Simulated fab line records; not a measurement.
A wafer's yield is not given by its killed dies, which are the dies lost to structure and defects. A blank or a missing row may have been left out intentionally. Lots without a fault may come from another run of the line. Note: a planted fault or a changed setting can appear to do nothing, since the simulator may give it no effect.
fab line records / flow sky130 / part 2 of 2: steps 29 to 38 of 38
record lots=5 wafers=15 lastDay=50
route steps=708 shown PWDE@48 NWELL@56 VT_ADJUST_HVTP@85
lots that met no fault: from a run of the same line without faults
startH: hours from the record's opening day to when the first of the lot's shown wafers began / waitH: how many hours have passed since the lot's step before this one / " as in the row above / L1.1+2: one row covering several wafers at once / - either no value or no given start / * or withheld: withheld / < > ~ a bound
route shown NAME@n: a module of which the file shows steps, and the number in the route of the first / usual: mean/standard deviation of fault-free wafers / same: alike in all rows / chamber/n: place in a boat / sites: the reading at each site / _std_site: standard deviation across them / _edge_site: inner sites' mean taken away from outer sites' mean / radiusMm: for every site, how far away it sits from the centre of the wafer / mask NAME#n: copy n / behind: tool/chamber where the wafer was last shaped / hold: reason for holding the lot/hours on hold/outcome of the hold / device: the transistor (n, p or np) that didn't switch / end of line: tests run on the same wafers once the route is complete / for a step that has no rows: nothing shown but its recipe / killed: not the wafer's yield, but the dies lost to structure and defects at the first sort / map: per-die view of a wafer (x killed, . not killed, _ where there is no die)
set.NAME: the run value of the setting; set.NAME@STEP: its run value at that earlier step / model.NAME: the simulator's own value behind a step, which no gauge read
certain route steps with their lots: each step a table, each wafer a row
services: the hour from which a tool's chamber was out of use, counted from the record's first day as startH (under 0 if before that day), plus the number of hours and why
## steps
# step SKY_NWELL_OVL_MEAS_23
# usual NWELL_01_OVL=0.0/1.4
lot.wafer=L077.3 tool=overlay-02 chamber=- startH=119.41 waitH=- NWELL_01_OVL[nm]=-0.2
lot.wafer=L077.4 tool=overlay-02 chamber=- startH=119.41 waitH=- NWELL_01_OVL[nm]=0.3
lot.wafer=L077.6 tool=overlay-02 chamber=- startH=119.41 waitH=- NWELL_01_OVL[nm]=0.4
lot.wafer=L078.2 tool=overlay-02 chamber=- startH=127.68 waitH=- NWELL_01_OVL[nm]=1.0
lot.wafer=L078.4 tool=overlay-02 chamber=- startH=127.68 waitH=- NWELL_01_OVL[nm]=-1.3
lot.wafer=L078.5 tool=overlay-02 chamber=- startH=127.68 waitH=- NWELL_01_OVL[nm]=-0.4
lot.wafer=L079.1 tool=overlay-01 chamber=- startH=133.69 waitH=- NWELL_01_OVL[nm]=-0.1
lot.wafer=L079.2 tool=overlay-01 chamber=- startH=133.69 waitH=- NWELL_01_OVL[nm]=-0.8
lot.wafer=L079.6 tool=overlay-01 chamber=- startH=133.69 waitH=- NWELL_01_OVL[nm]=0.0
lot.wafer=L085.2 tool=overlay-01 chamber=- startH=172.06 waitH=- NWELL_01_OVL[nm]=2.8
lot.wafer=L085.4 tool=overlay-01 chamber=- startH=172.06 waitH=- NWELL_01_OVL[nm]=0.8
lot.wafer=L085.5 tool=overlay-01 chamber=- startH=172.06 waitH=- NWELL_01_OVL[nm]=3.6
lot.wafer=L094.2 tool=overlay-01 chamber=- startH=237.34 waitH=- NWELL_01_OVL[nm]=1.1
lot.wafer=L094.3 tool=overlay-01 chamber=- startH=237.34 waitH=- NWELL_01_OVL[nm]=0.4
lot.wafer=L094.6 tool=overlay-01 chamber=- startH=237.34 waitH=- NWELL_01_OVL[nm]=-0.4
# step SKY_NWELL_IMPLANT_24
# recipe species=B energyKev=140 doseCm2=9.2e+12 tiltDeg=withheld
# same implantIonAmu=11
lot.wafer=L077.3+4+6 tool=implanter-03 chamber=0 startH=119.49 waitH=0.1
lot.wafer=L078.2+4+5 tool=implanter-03 chamber=0 startH=127.74 waitH=0.0
lot.wafer=L079.1+2+6 tool=implanter-04 chamber=0 startH=133.72 waitH=0.0
lot.wafer=L085.2+4+5 tool=implanter-03 chamber=0 startH=172.11 waitH=0.0
lot.wafer=L094.2+3+6 tool=implanter-01 chamber=0 startH=237.40 waitH=0.0
# step SKY_NWELL_STRIP_25
# recipe chemistry=O2/N2 powerW=1400 pressureMtorr=1500 platenTempC=withheld o2FlowSccm=3000 n2FlowSccm=300 overashFraction=0.5
# usual drypumpMotorCurrentA=5.7/0.53 oesProductAu=0.722/0.0044 stripTimeToEndpointS=36.90/0.11
lot.wafer=L077.3 tool=plasmaAsher-04 chamber=1 startH=119.62 waitH=0.1 drypumpMotorCurrentA=6.4 oesProductAu=0.728 rfHoursCounterH=- stripTimeToEndpointS=36.96
lot.wafer=L077.4 tool=plasmaAsher-04 chamber=0 startH=119.62 waitH=0.1 drypumpMotorCurrentA=5.3 oesProductAu=0.720 rfHoursCounterH=- stripTimeToEndpointS=36.95
lot.wafer=L077.6 tool=plasmaAsher-04 chamber=0 startH=119.62 waitH=0.1 drypumpMotorCurrentA=5.3 oesProductAu=0.724 rfHoursCounterH=- stripTimeToEndpointS=36.85
lot.wafer=L078.2 tool=plasmaAsher-03 chamber=0 startH=127.86 waitH=0.1 drypumpMotorCurrentA=5.6 oesProductAu=0.726 rfHoursCounterH=1 stripTimeToEndpointS=37.06
lot.wafer=L078.4 tool=plasmaAsher-03 chamber=1 startH=127.86 waitH=0.1 drypumpMotorCurrentA=5.1 oesProductAu=0.726 rfHoursCounterH=- stripTimeToEndpointS=37.08
lot.wafer=L078.5 tool=plasmaAsher-03 chamber=1 startH=127.86 waitH=0.1 drypumpMotorCurrentA=5.1 oesProductAu=0.719 rfHoursCounterH=- stripTimeToEndpointS=36.97
lot.wafer=L079.1 tool=plasmaAsher-04 chamber=1 startH=133.87 waitH=0.1 drypumpMotorCurrentA=6.4 oesProductAu=0.718 rfHoursCounterH=41 stripTimeToEndpointS=36.96
lot.wafer=L079.2 tool=plasmaAsher-04 chamber=0 startH=133.87 waitH=0.1 drypumpMotorCurrentA=5.3 oesProductAu=0.721 rfHoursCounterH=41 stripTimeToEndpointS=37.02
lot.wafer=L079.6 tool=plasmaAsher-04 chamber=1 startH=133.87 waitH=0.1 drypumpMotorCurrentA=6.4 oesProductAu=0.720 rfHoursCounterH=- stripTimeToEndpointS=36.92
lot.wafer=L085.2 tool=plasmaAsher-03 chamber=0 startH=172.24 waitH=0.1 drypumpMotorCurrentA=5.6 oesProductAu=0.725 rfHoursCounterH=5 stripTimeToEndpointS=36.87
lot.wafer=L085.4 tool=plasmaAsher-03 chamber=0 startH=172.24 waitH=0.1 drypumpMotorCurrentA=5.6 oesProductAu=0.722 rfHoursCounterH=- stripTimeToEndpointS=36.81
lot.wafer=L085.5 tool=plasmaAsher-03 chamber=0 startH=172.24 waitH=0.1 drypumpMotorCurrentA=5.6 oesProductAu=0.722 rfHoursCounterH=- stripTimeToEndpointS=36.82
lot.wafer=L094.2 tool=plasmaAsher-04 chamber=1 startH=237.52 waitH=0.1 drypumpMotorCurrentA=6.4 oesProductAu=0.719 rfHoursCounterH=51 stripTimeToEndpointS=36.93
lot.wafer=L094.3 tool=plasmaAsher-04 chamber=0 startH=237.52 waitH=0.1 drypumpMotorCurrentA=5.3 oesProductAu=0.727 rfHoursCounterH=- stripTimeToEndpointS=37.00
lot.wafer=L094.6 tool=plasmaAsher-04 chamber=0 startH=237.52 waitH=0.1 drypumpMotorCurrentA=5.3 oesProductAu=0.717 rfHoursCounterH=- stripTimeToEndpointS=36.96
# step SKY_NWELL_TW_MEAS_26
# usual NWELL_2_TW=494/7.8
lot.wafer=L077.3 tool=filmMetro-01 chamber=- startH=119.71 waitH=0.1 NWELL_2_TW=488
lot.wafer=L077.4 tool=filmMetro-01 chamber=- startH=119.71 waitH=0.1 NWELL_2_TW=488
lot.wafer=L077.6 tool=filmMetro-01 chamber=- startH=119.71 waitH=0.1 NWELL_2_TW=487
lot.wafer=L078.2 tool=filmMetro-01 chamber=- startH=127.97 waitH=0.1 NWELL_2_TW=483
lot.wafer=L078.4 tool=filmMetro-01 chamber=- startH=127.97 waitH=0.1 NWELL_2_TW=485
lot.wafer=L078.5 tool=filmMetro-01 chamber=- startH=127.97 waitH=0.1 NWELL_2_TW=482
lot.wafer=L079.1 tool=filmMetro-03 chamber=- startH=133.97 waitH=0.1 NWELL_2_TW=498
lot.wafer=L079.2 tool=filmMetro-03 chamber=- startH=133.97 waitH=0.1 NWELL_2_TW=499
lot.wafer=L079.6 tool=filmMetro-03 chamber=- startH=133.97 waitH=0.1 NWELL_2_TW=501
lot.wafer=L085.2 tool=filmMetro-03 chamber=- startH=172.35 waitH=0.1 NWELL_2_TW=500
lot.wafer=L085.4 tool=filmMetro-03 chamber=- startH=172.35 waitH=0.1 NWELL_2_TW=499
lot.wafer=L085.5 tool=filmMetro-03 chamber=- startH=172.35 waitH=0.1 NWELL_2_TW=501
lot.wafer=L094.2 tool=filmMetro-03 chamber=- startH=237.63 waitH=0.1 NWELL_2_TW=507
lot.wafer=L094.3 tool=filmMetro-03 chamber=- startH=237.63 waitH=0.1 NWELL_2_TW=504
lot.wafer=L094.6 tool=filmMetro-03 chamber=- startH=237.63 waitH=0.1 NWELL_2_TW=504
# step SKY_NWELL_CLEAN_27
# recipe chemistry=SC1/SC2 mix=1:4:20 tempC=70 timeS=150 dry=n2Spin
lot.wafer=L077.3+4+6 tool=wetBench-01 chamber=2 startH=119.75 waitH=0.0
lot.wafer=L078.2+4+5 tool=wetBench-01 chamber=3 startH=128.02 waitH=0.0
lot.wafer=L079.1+2+6 tool=wetBench-01 chamber=2 startH=134.03 waitH=0.1
lot.wafer=L085.2+4+5 tool=wetBench-01 chamber=0 startH=172.40 waitH=0.0
lot.wafer=L094.2+3+6 tool=wetBench-02 chamber=0 startH=237.68 waitH=0.0
# step SKY_NWELL_RTA_28
# recipe tempC=1050 timeS=30 idleTempC=650 rampUpCPerS=150 rampDownCPerS=90 ambient=N2
# usual annealTempCMax=1056/3.5 lampPowerPct=25.30/0.055 rampDownCPerS=90.002/0.016 wafer_temp_C_max=1054.8/0.93
lot.wafer=L077.3 tool=rtpAnneal-01 chamber=0 startH=119.83 waitH=0.0 annealTempCMax=1058 lampPowerPct=25.31 rampDownCPerS=90.013 wafer_temp_C_max=1054.6
lot.wafer=L077.4 tool=rtpAnneal-01 chamber=0 startH=119.83 waitH=0.0 annealTempCMax=1059 lampPowerPct=25.26 rampDownCPerS=89.977 wafer_temp_C_max=1055.2
lot.wafer=L077.6 tool=rtpAnneal-01 chamber=0 startH=119.83 waitH=0.0 annealTempCMax=1060 lampPowerPct=25.27 rampDownCPerS=90.012 wafer_temp_C_max=1055.2
lot.wafer=L078.2 tool=rtpAnneal-02 chamber=0 startH=128.09 waitH=0.0 annealTempCMax=1053 lampPowerPct=25.28 rampDownCPerS=90.008 wafer_temp_C_max=1055.4
lot.wafer=L078.4 tool=rtpAnneal-02 chamber=0 startH=128.09 waitH=0.0 annealTempCMax=1053 lampPowerPct=25.30 rampDownCPerS=89.988 wafer_temp_C_max=1054.3
lot.wafer=L078.5 tool=rtpAnneal-02 chamber=0 startH=128.09 waitH=0.0 annealTempCMax=1053 lampPowerPct=25.24 rampDownCPerS=90.031 wafer_temp_C_max=1055.1
lot.wafer=L079.1 tool=rtpAnneal-01 chamber=0 startH=134.09 waitH=0.0 annealTempCMax=1059 lampPowerPct=25.32 rampDownCPerS=90.001 wafer_temp_C_max=1055.6
lot.wafer=L079.2 tool=rtpAnneal-01 chamber=0 startH=134.09 waitH=0.0 annealTempCMax=1059 lampPowerPct=25.21 rampDownCPerS=90.018 wafer_temp_C_max=1053.3
lot.wafer=L079.6 tool=rtpAnneal-01 chamber=0 startH=134.09 waitH=0.0 annealTempCMax=1063 lampPowerPct=25.23 rampDownCPerS=90.003 wafer_temp_C_max=1054.1
lot.wafer=L085.2 tool=rtpAnneal-01 chamber=0 startH=172.46 waitH=0.0 annealTempCMax=1060 lampPowerPct=25.27 rampDownCPerS=89.997 wafer_temp_C_max=1055.5
lot.wafer=L085.4 tool=rtpAnneal-01 chamber=0 startH=172.46 waitH=0.0 annealTempCMax=1060 lampPowerPct=25.36 rampDownCPerS=89.998 wafer_temp_C_max=1054.4
lot.wafer=L085.5 tool=rtpAnneal-01 chamber=0 startH=172.46 waitH=0.0 annealTempCMax=1062 lampPowerPct=25.31 rampDownCPerS=89.980 wafer_temp_C_max=1054.3
lot.wafer=L094.2 tool=rtpAnneal-02 chamber=0 startH=237.75 waitH=0.0 annealTempCMax=1053 lampPowerPct=25.18 rampDownCPerS=90.012 wafer_temp_C_max=1054.0
lot.wafer=L094.3 tool=rtpAnneal-02 chamber=0 startH=237.75 waitH=0.0 annealTempCMax=1053 lampPowerPct=25.33 rampDownCPerS=89.997 wafer_temp_C_max=1055.9
lot.wafer=L094.6 tool=rtpAnneal-02 chamber=0 startH=237.75 waitH=0.0 annealTempCMax=1052 lampPowerPct=25.42 rampDownCPerS=90.010 wafer_temp_C_max=1055.1
# step SKY_NWELL_RS_MEAS_29
# recipe thkMeasGauge=four-point-probe
# usual NWELL_RS=624.2/1.8
lot.wafer=L077.3 tool=filmMetro-03 chamber=- startH=119.94 waitH=0.1 NWELL_RS[ohm/sq]=623.6
lot.wafer=L077.4 tool=filmMetro-03 chamber=- startH=119.94 waitH=0.1 NWELL_RS[ohm/sq]=625.8
lot.wafer=L077.6 tool=filmMetro-03 chamber=- startH=119.94 waitH=0.1 NWELL_RS[ohm/sq]=624.9
lot.wafer=L078.2 tool=filmMetro-03 chamber=- startH=128.19 waitH=0.1 NWELL_RS[ohm/sq]=623.9
lot.wafer=L078.4 tool=filmMetro-03 chamber=- startH=128.19 waitH=0.1 NWELL_RS[ohm/sq]=625.3
lot.wafer=L078.5 tool=filmMetro-03 chamber=- startH=128.19 waitH=0.1 NWELL_RS[ohm/sq]=625.4
lot.wafer=L079.1 tool=filmMetro-04 chamber=- startH=134.19 waitH=0.1 NWELL_RS[ohm/sq]=623.7
lot.wafer=L079.2 tool=filmMetro-04 chamber=- startH=134.19 waitH=0.1 NWELL_RS[ohm/sq]=623.1
lot.wafer=L079.6 tool=filmMetro-04 chamber=- startH=134.19 waitH=0.1 NWELL_RS[ohm/sq]=623.8
lot.wafer=L085.2 tool=filmMetro-01 chamber=- startH=172.57 waitH=0.1 NWELL_RS[ohm/sq]=625.4
lot.wafer=L085.4 tool=filmMetro-01 chamber=- startH=172.57 waitH=0.1 NWELL_RS[ohm/sq]=624.2
lot.wafer=L085.5 tool=filmMetro-01 chamber=- startH=172.57 waitH=0.1 NWELL_RS[ohm/sq]=625.4
lot.wafer=L094.2 tool=filmMetro-04 chamber=- startH=237.85 waitH=0.1 NWELL_RS[ohm/sq]=621.6
lot.wafer=L094.3 tool=filmMetro-04 chamber=- startH=237.85 waitH=0.1 NWELL_RS[ohm/sq]=623.5
lot.wafer=L094.6 tool=filmMetro-04 chamber=- startH=237.85 waitH=0.1 NWELL_RS[ohm/sq]=622.0
# step SKY_NWELL_RS_MEAS_31
# recipe thkMeasGauge=four-point-probe
# usual PWDE_RS=5275/21
lot.wafer=L077.3 tool=filmMetro-03 chamber=- startH=120.18 waitH=0.1 PWDE_RS[ohm/sq]=5286
lot.wafer=L077.4 tool=filmMetro-03 chamber=- startH=120.18 waitH=0.1 PWDE_RS[ohm/sq]=5298
lot.wafer=L077.6 tool=filmMetro-03 chamber=- startH=120.18 waitH=0.1 PWDE_RS[ohm/sq]=5306
lot.wafer=L078.2 tool=filmMetro-03 chamber=- startH=128.43 waitH=0.1 PWDE_RS[ohm/sq]=5286
lot.wafer=L078.4 tool=filmMetro-03 chamber=- startH=128.43 waitH=0.1 PWDE_RS[ohm/sq]=5286
lot.wafer=L078.5 tool=filmMetro-03 chamber=- startH=128.43 waitH=0.1 PWDE_RS[ohm/sq]=5276
lot.wafer=L079.1 tool=filmMetro-04 chamber=- startH=134.43 waitH=0.1 PWDE_RS[ohm/sq]=5261
lot.wafer=L079.2 tool=filmMetro-04 chamber=- startH=134.43 waitH=0.1 PWDE_RS[ohm/sq]=5271
lot.wafer=L079.6 tool=filmMetro-04 chamber=- startH=134.43 waitH=0.1 PWDE_RS[ohm/sq]=5286
lot.wafer=L085.2 tool=filmMetro-01 chamber=- startH=172.81 waitH=0.1 PWDE_RS[ohm/sq]=5259
lot.wafer=L085.4 tool=filmMetro-01 chamber=- startH=172.81 waitH=0.1 PWDE_RS[ohm/sq]=5254
lot.wafer=L085.5 tool=filmMetro-01 chamber=- startH=172.81 waitH=0.1 PWDE_RS[ohm/sq]=5245
lot.wafer=L094.2 tool=filmMetro-04 chamber=- startH=238.09 waitH=0.1 PWDE_RS[ohm/sq]=5270
lot.wafer=L094.3 tool=filmMetro-04 chamber=- startH=238.09 waitH=0.1 PWDE_RS[ohm/sq]=5253
lot.wafer=L094.6 tool=filmMetro-04 chamber=- startH=238.09 waitH=0.1 PWDE_RS[ohm/sq]=5257
# step SKY_VT_ADJUST_HVTP_DEHYDRATE_00
# recipe tempC=200 timeS=60
# usual resistLineTempC=23.00/0.096
lot.wafer=L077.3 tool=lithoTrack-03 chamber=0 startH=129.17 waitH=9.0 resistLineTempC=23.06
lot.wafer=L077.4 tool=lithoTrack-03 chamber=0 startH=129.17 waitH=9.0 resistLineTempC=23.04
lot.wafer=L077.6 tool=lithoTrack-03 chamber=0 startH=129.17 waitH=9.0 resistLineTempC=23.03
lot.wafer=L078.2 tool=lithoTrack-03 chamber=0 startH=136.85 waitH=8.4 resistLineTempC=23.04
lot.wafer=L078.4 tool=lithoTrack-03 chamber=0 startH=136.85 waitH=8.4 resistLineTempC=22.95
lot.wafer=L078.5 tool=lithoTrack-03 chamber=0 startH=136.85 waitH=8.4 resistLineTempC=23.02
lot.wafer=L079.1 tool=lithoTrack-03 chamber=0 startH=143.67 waitH=9.2 resistLineTempC=23.23
lot.wafer=L079.2 tool=lithoTrack-03 chamber=0 startH=143.67 waitH=9.2 resistLineTempC=23.17
lot.wafer=L079.6 tool=lithoTrack-03 chamber=0 startH=143.67 waitH=9.2 resistLineTempC=22.95
lot.wafer=L085.2 tool=lithoTrack-03 chamber=0 startH=182.50 waitH=9.7 resistLineTempC=22.85
lot.wafer=L085.4 tool=lithoTrack-03 chamber=0 startH=182.50 waitH=9.7 resistLineTempC=22.86
lot.wafer=L085.5 tool=lithoTrack-03 chamber=0 startH=182.50 waitH=9.7 resistLineTempC=22.97
lot.wafer=L094.2 tool=lithoTrack-03 chamber=0 startH=248.95 waitH=10.8 resistLineTempC=23.14
lot.wafer=L094.3 tool=lithoTrack-03 chamber=0 startH=248.95 waitH=10.8 resistLineTempC=23.07
lot.wafer=L094.6 tool=lithoTrack-03 chamber=0 startH=248.95 waitH=10.8 resistLineTempC=23.14
# step SKY_VT_ADJUST_HVTP_HMDS_01
# recipe primeTimeS=60 primeTempC=120
# usual resistLineTempC=22.99/0.11
lot.wafer=L077.3 tool=lithoTrack-03 chamber=0 startH=129.32 waitH=0.1 resistLineTempC=22.86
lot.wafer=L077.4 tool=lithoTrack-03 chamber=0 startH=129.32 waitH=0.1 resistLineTempC=23.04
lot.wafer=L077.6 tool=lithoTrack-03 chamber=0 startH=129.32 waitH=0.1 resistLineTempC=22.84
lot.wafer=L078.2 tool=lithoTrack-03 chamber=0 startH=137.00 waitH=0.1 resistLineTempC=23.11
lot.wafer=L078.4 tool=lithoTrack-03 chamber=0 startH=137.00 waitH=0.1 resistLineTempC=23.11
lot.wafer=L078.5 tool=lithoTrack-03 chamber=0 startH=137.00 waitH=0.1 resistLineTempC=22.99
lot.wafer=L079.1 tool=lithoTrack-03 chamber=0 startH=143.82 waitH=0.1 resistLineTempC=22.86
lot.wafer=L079.2 tool=lithoTrack-03 chamber=0 startH=143.82 waitH=0.1 resistLineTempC=22.88
lot.wafer=L079.6 tool=lithoTrack-03 chamber=0 startH=143.82 waitH=0.1 resistLineTempC=23.04
lot.wafer=L085.2 tool=lithoTrack-03 chamber=0 startH=182.65 waitH=0.1 resistLineTempC=23.19
lot.wafer=L085.4 tool=lithoTrack-03 chamber=0 startH=182.65 waitH=0.1 resistLineTempC=23.15
lot.wafer=L085.5 tool=lithoTrack-03 chamber=0 startH=182.65 waitH=0.1 resistLineTempC=23.14
lot.wafer=L094.2 tool=lithoTrack-03 chamber=0 startH=249.10 waitH=0.1 resistLineTempC=22.95
lot.wafer=L094.3 tool=lithoTrack-03 chamber=0 startH=249.10 waitH=0.1 resistLineTempC=23.06
lot.wafer=L094.6 tool=lithoTrack-03 chamber=0 startH=249.10 waitH=0.1 resistLineTempC=22.87
## services
tool=implanter-04 chamber=- startH=53.72 hours=1.9 kind=repair
tool=wetBench-01 chamber=- startH=80.43 hours=4.4 kind=pm
tool=implanter-01 chamber=- startH=82.29 hours=2.8 kind=repair
tool=ilineStepper-01 chamber=0 startH=93.41 hours=- kind=calibration
tool=plasmaAsher-04 chamber=- startH=98.52 hours=3.2 kind=repair
tool=implanter-04 chamber=- startH=106.46 hours=1.2 kind=repair
tool=plasmaAsher-03 chamber=- startH=108.84 hours=9.0 kind=pm
tool=plasmaAsher-03 chamber=0 startH=108.84 hours=9.0 kind=ventCycle
tool=plasmaAsher-03 chamber=1 startH=108.84 hours=9.0 kind=ventCycle
tool=ilineStepper-02 chamber=0 startH=112.22 hours=- kind=calibration
tool=rtpAnneal-01 chamber=- startH=112.71 hours=3.8 kind=pm
tool=plasmaAsher-02 chamber=- startH=115.57 hours=2.8 kind=pm
tool=implanter-03 chamber=- startH=131.61 hours=3.2 kind=pm
tool=implanter-03 chamber=- startH=139.06 hours=3.4 kind=repair
tool=ilineStepper-02 chamber=- startH=142.08 hours=1.7 kind=pm
tool=implanter-03 chamber=- startH=146.76 hours=5.8 kind=repair
tool=ilineStepper-02 chamber=- startH=167.33 hours=12.6 kind=repair
tool=implanter-03 chamber=- startH=184.48 hours=2.4 kind=repair
tool=implanter-04 chamber=- startH=192.85 hours=3.6 kind=pm
tool=implanter-04 chamber=- startH=213.52 hours=4.1 kind=pm
tool=implanter-01 chamber=- startH=224.24 hours=0.8 kind=repair
tool=ilineStepper-01 chamber=- startH=233.63 hours=4.4 kind=pm
tool=plasmaAsher-02 chamber=- startH=246.71 hours=0.5 kind=repair
tool=implanter-04 chamber=- startH=249.08 hours=0.6 kind=repair
